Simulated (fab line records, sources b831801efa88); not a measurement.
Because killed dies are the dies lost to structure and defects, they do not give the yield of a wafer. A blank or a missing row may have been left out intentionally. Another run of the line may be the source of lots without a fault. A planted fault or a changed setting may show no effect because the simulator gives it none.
The same fault as seen by 2 desks :: flow gf180mcu :: what lay behind the numbers comes last; until then each desk has only its own

== FROM THE METROLOGY DESK ==
Means of the sampled wafers that have a number, per lot and without regard to the tool the lot ran on: this is what the gauges read. A lot is out of limits, marked OUT, if its mean lies more than 4 standard deviations from the usual mean; the brackets give that distance.
Columns: A = TOP_METAL_ALCU_RS at GF_TOP_METAL_RS_MEAS_05, usual 0.0329 ohm/sq; B = TOP_METAL_ALCU_THK at GF_TOP_METAL_THK_MEAS_06, usual 883 nm; C = PASSIVATION_BOW at GF_PASSIVATION_BOW_MEAS_14, usual 139 um
lot: L274
first seen here: day 27 07:53
A: 0.0329
B: 883
C: 148

lot: L276
first seen here: day 27 21:31
A: 0.0321
B: 901
C: 149

lot: L277
first seen here: day 28 09:48
A: 0.0327
B: 894
C: 119

lot: L279
first seen here: day 29 00:11
A: 0.0332
B: 873
C: 138

lot: L282
first seen here: day 29 23:22
A: 0.0324
B: 900
C: 146

lot: L283
first seen here: day 30 03:37
A: 0.0331
B: 873
C: 141

lot: L285
first seen here: day 31 01:33
A: 0.0320
B: 916
C: 134

lot: L287
first seen here: day 31 09:04
A: 0.0180 (-37) OUT
B: 1594 (+51) OUT
C: 103

lot: L288
first seen here: day 31 14:50
A: 0.0180 (-37) OUT
B: 1594 (+51) OUT
C: 91 (-4.4) OUT

lot: L290
first seen here: day 32 04:54
A: 0.0331
B: 881
C: 141

lot: L291
first seen here: day 32 07:32
A: 0.0329
B: 874
C: 150

lot: L293
first seen here: day 32 17:17
A: 0.0327
B: 882
C: 138

lot: L297
first seen here: day 33 18:34
A: 0.0331
B: 881
C: 122
This desk's result: L287, L288 out of limits, first on L287 (TOP_METAL_ALCU_RS at GF_TOP_METAL_RS_MEAS_05), day 31 09:04. L274, L276, L277, L279, L282, L283, L285, L290, L291, L293, L297 stayed within limits.

== THE TOOL OWNER'S DESK: pvd-sputter-04 ==
The tool's own readings at GF_TOP_METAL_SPUTTER_02 (material AlCu, target thk 900 nm, time 47.82 s): means of the sampled wafers that have a number, for each lot that ran on this tool. A lot is out of limits, marked OUT, if its mean lies more than 4 standard deviations from the usual mean; the brackets give that distance.
Columns: A = throttle-valve-pct at GF_TOP_METAL_SPUTTER_02, usual 29.9 %
lot: L277
first seen here: day 28 09:43
A: 29.5

lot: L279
first seen here: day 29 00:04
A: 29.5

lot: L282
first seen here: day 29 23:14
A: 29.5

lot: L283
first seen here: day 30 03:29
A: 29.5

lot: L287
first seen here: day 31 08:59
A: 30.1

lot: L288
first seen here: day 31 14:42
A: 30.1
Finding of this desk: none of the 6 lots has anything out of limits.

== TAKEN TOGETHER ==
The metrology desk could have raised an alarm at day 31 09:04, on L287, L288.
The desk of the tool owner found nothing out of limits.
Tool owner's desk: L287, L288 on record, inside its limits.
The lots listed all ran GF_TOP_METAL_SPUTTER_02 on pvd-sputter-04.

== WHAT THE SIMULATOR HAD PUT IN ==
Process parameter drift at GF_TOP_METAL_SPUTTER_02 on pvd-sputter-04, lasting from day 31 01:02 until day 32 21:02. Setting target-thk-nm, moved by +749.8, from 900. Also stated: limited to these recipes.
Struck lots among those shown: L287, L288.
Delay in hours, fault start to first out-of-limits reading, per desk: metrology desk 8.
